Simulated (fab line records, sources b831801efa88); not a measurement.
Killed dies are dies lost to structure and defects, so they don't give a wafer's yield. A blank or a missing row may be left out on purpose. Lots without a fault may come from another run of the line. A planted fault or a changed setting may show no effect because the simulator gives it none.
Problem report in the 8D (eight disciplines) form, filled by code | flow gf180mcu | the parts of the form that need people (team, actions taken, sign-off) are left out

1. THE PROBLEM
CONTACT_W_RS at GF_CONTACT_RS_MEAS_25 reads a mean of 0.538 ohm/sq on 6 wafers of 2 lots; wafers without a fault read 0.380 ohm/sq with a standard deviation of 0.0041. That is +38 standard deviations from the usual mean.
The step: measures by four-point-probe.
First seen on wafer L250.1, day 20 13:58, on film_metro-04. The record holds 36 wafers of 12 lots with a number at this step. Rule for "out", or "out of limits": more than 4 standard deviations from the usual mean. The other wafers with a number count as sound.

2. WHAT IT IS AND WHAT IT IS NOT
question                    | is                           | is not
which readings at this step | CONTACT_W_RS                 | -
which lots                  | L250, L253                   | L238, L240, L241, L244, L246, L247, L251, L258, L260, L261
which wafers of those lots  | all that have a number       | -
read on which gauges        | film_metro-02, film_metro-04 | film_metro-03
when                        | from day 20 13:58            | up to then (18 sound wafers); but 12 sound wafers of L251, L258, L260, L261 came after

3. SUSPECTS, AND WHAT RULES EACH OUT
Counting: a tool at a process step up to the reading stays a suspect if it ran every lot that is out and no sound lot after the first of them.
- the gauge at GF_CONTACT_RS_MEAS_25: ruled out. The wafers that are out were read on 2 gauges (film_metro-02, film_metro-04).
- cvd_w-01 at GF_CONTACT_CVD_24 (deposits W, target thk 300 nm, time 90.339 s): kept. It ran every lot that is out, first L250 (day 20 13:52), and no sound lot after that; its last sound lot up to then is L246 (day 19 08:28). Its own readings are out on those wafers: susceptor_temp_C.
Left after counting: cvd_w-01 at GF_CONTACT_CVD_24.

4. THE CAUSE (what the simulator had put in)
Process parameter drift: cvd_w-01, from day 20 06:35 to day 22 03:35, at GF_CONTACT_CVD_24. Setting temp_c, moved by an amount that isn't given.
Counting left only this tool.

5. THE CHAIN OF EFFECTS, in route order
Each row: a reading whose mean over the struck wafers that have a number lies more than 3 standard deviations from the usual. Only readings for which the record gives a usual standard deviation are gone through. hours: the time from each lot's start at the first step in this table that gives one to its start at this step, as a median over the lots. sigmas: the change in usual standard deviations.
hours | step                   | reading            | usual        | on struck wafers | change | sigmas
0     | GF_CONTACT_CVD_24      | heater_power_w     | 866 W        | 763              | -103   | -3.2
0     | GF_CONTACT_CVD_24      | susceptor_temp_C   | 400.02 C     | 381.68           | -18.34 | -73
0     | GF_CONTACT_RS_MEAS_25  | CONTACT_W_RS       | 0.380 ohm/sq | 0.538            | +0.158 | +38
0     | GF_CONTACT_THK_MEAS_26 | CONTACT_W_THK      | 300 nm       | 213              | -87    | -24
1     | GF_CONTACT_CMP_27      | time_to_endpoint_s | 74 s         | 52               | -22    | -5.5
The process steps in it:
- GF_CONTACT_CVD_24: deposits W, target thk 300 nm, time 90.339 s.
- GF_CONTACT_CMP_27: polishes, stops on SiO2, t overpolish 15 s, target thk 0 nm.
Later measuring or inspecting steps at which every struck wafer that the step has a row for has a number for every such reading, and none has moved that far: GF_M1_RS_MEAS_05.

6. WHAT WOULD HAVE CAUGHT IT SOONER
In this record the first reading out of limits at a measuring or inspecting step was taken at day 20 13:58, 7 hours after the fault began at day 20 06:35.
The tool's own readings at GF_CONTACT_CVD_24 were out on every struck wafer that the step has a row for (susceptor_temp_C): an alarm limit on them would have fired on the first of those.
Of the lots that are out (2), L253 began GF_CONTACT_CVD_24 on cvd_w-01 after day 20 13:58. A hold on the tool at that time would have spared it.
